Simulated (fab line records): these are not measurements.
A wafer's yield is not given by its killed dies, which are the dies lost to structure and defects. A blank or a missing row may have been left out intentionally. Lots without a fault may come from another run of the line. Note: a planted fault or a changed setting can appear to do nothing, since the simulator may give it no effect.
Struck lot and sound lot, side by side / flow gf180mcu / 15 steps out of a route of 602
Sound: these wafers, L230.4, L230.5, L230.6. Struck: wafers L238.1, L238.4, L238.5. Last of all comes the cause.
Each step with rows lists, per side, the tool, then ch with its chambers, then its first start. Under that, the readings that differ: sound wafers / struck wafers / difference of the means / sigmas: that difference in standard deviations of wafers without a fault.
alike: readings whose means differ by less than 2 such deviations, and words and numbers that are the same on both sides. not compared: withheld readings, readings that some wafer has no value for, bounds like >300 that may hide the same value, and numbers for which the record gives no deviation and whose values overlap.
Wherever a step has rows on one side only, a row that says differs or no value, or a row with sigmas, the two part there. Non-overlapping numbers with no deviation appear without sigmas and do not part them. A reading missing from all wafers of one side parts the sides only when that side holds two or more wafers.

GF_VT_IMPLANT_OVL_MEAS_18:
  struck on overlay-01, day 9 13:35; sound on overlay-01, day 7 18:45
  alike: VT_IMPLANT_01_OVL
then, 1 step without rows for these wafers: GF_VT_IMPLANT_IMPLANT_19.
GF_VT_IMPLANT_STRIP_20: strips in O2/N2.
  sound on plasma asher-04 ch 0,1, day 7 18:57; struck on plasma asher-01 ch 0,1, day 9 13:46
  alike: drypump motor current A, heater power w, oes product au, strip time to endpoint s
  not compared: rf hours counter h
GF_VT_IMPLANT_TW_MEAS_21:
  struck on film metro-01, day 9 13:52; sound on film metro-01, day 7 19:03
  alike: VT_IMPLANT_2_TW
then, 7 steps without rows for these wafers: GF_VT_IMPLANT_DEHYDRATE_22 (time 60 s); GF_VT_IMPLANT_HMDS_23 (prime time 60 s); GF_VT_IMPLANT_COAT_24 (resist thk 1000 nm); GF_VT_IMPLANT_SOFTBAKE_25 (time 60 s); GF_VT_IMPLANT_EXPOSE_26 (exposes mask LVPWELL HV AREA, target cd 860 nm); GF_VT_IMPLANT_PEB_27; GF_VT_IMPLANT_DEVELOP_28 (develop time 60 s).
GF_VT_IMPLANT_OVL_MEAS_29:
  struck on overlay-01, day 10 07:29; sound on overlay-01, day 8 11:19
  alike: VT_IMPLANT_02_OVL
GF_VT_IMPLANT_IMPLANT_30:
  sound on implanter-04 ch 0, day 8 11:25; struck on implanter-01 ch 0, day 10 07:31
reading=dose ions cm2; sound=2.5375e+12 2.5362e+12 2.5397e+12; struck=2.4351e+12 2.4405e+12 2.4357e+12; difference=-1.0070e+11; sigmas=-35
  alike: beam on s
GF_VT_IMPLANT_STRIP_31: strips in O2/N2.
  sound on plasma asher-04 ch 0,1, day 8 11:31; struck on plasma asher-04 ch 0, day 10 07:40
  alike: drypump motor current A, heater power w, oes product au, strip time to endpoint s
  not compared: rf hours counter h
GF_PASSIVATION_PROBE_99:
  sound wafers here have rows in the record (prober-02, day 31 03:56); struck ones have none

WHERE THEY PART
First at GF_VT_IMPLANT_IMPLANT_30; last, within this record, at GF_PASSIVATION_PROBE_99.

WHY: the cause the simulator had injected
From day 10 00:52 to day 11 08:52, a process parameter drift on implanter-01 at GF_VT_IMPLANT_IMPLANT_30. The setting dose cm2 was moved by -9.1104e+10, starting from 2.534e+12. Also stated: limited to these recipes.
